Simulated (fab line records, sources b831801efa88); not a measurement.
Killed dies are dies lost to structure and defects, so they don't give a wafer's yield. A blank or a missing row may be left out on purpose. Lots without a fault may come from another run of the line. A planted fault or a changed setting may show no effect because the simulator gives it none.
Chamber matching | flow gf180mcu | GF_CONTACT_CMP_04 on cmp-01: 4 sister chambers
The step polishes SiO2. 8 wafers are shown with their chamber, then 7 later ones without.

WAFERS WITH THEIR CHAMBER
wafer  | chamber | time_to_endpoint_s (s) | motor_current_A (A)
L945.1 | 0       | 105                    | 11.8
L948.5 | 3       | 112                    | 12.6
L948.6 | 2       | 110                    | 13.4
L949.3 | 0       | 105                    | 11.6
L949.4 | 3       | 105                    | 12.7
L949.6 | 1       | 128                    | 12.4
L953.1 | 1       | 114                    | 12.5
L953.2 | 2       | 103                    | 12.7

WAFERS WITHOUT THEIR CHAMBER
wafer  | time_to_endpoint_s (s) | motor_current_A (A)
L953.4 | 113                    | 12.7
L954.1 | 104                    | 11.9
L954.2 | 97                     | 12.8
L954.4 | 102                    | 12.5
L955.2 | 106                    | 12.2
L955.3 | 105                    | 13.6
L955.6 | 109                    | 12.1

WHICH CHAMBER EACH WENT THROUGH
wafer  | from the rows above               | in truth
L953.4 | can't be placed: 3 or 1 or 2      | 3
L954.1 | 0                                 | 0
L954.2 | can't be placed: 2 or 3           | 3
L954.4 | can't be placed: 3 or 2 or 0 or 1 | 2
L955.2 | can't be placed: 3 or 0 or 1 or 2 | 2
L955.3 | can't be placed: 2 or 3           | 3
L955.6 | can't be placed: 0 or 3 or 1 or 2 | 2
Placed correctly: 1 of 7. Can't be placed from these rows: 6 (the true chamber is among the candidates in 6). Placed wrongly: 0.
How it was worked out, from the rows above alone: a wafer's distance from a chamber is the root of the sum, over the readings, of the square of ((its reading less the chamber's mean) divided by the reading's scatter). The wafer belongs to the nearest chamber; if the next one is less than 2 further off, it can't be placed. A chamber's mean is the mean of its shown wafers. The scatter: the root of (the sum of the squares of (reading less its chamber's mean) over the shown wafers, divided by (wafers less chambers)).
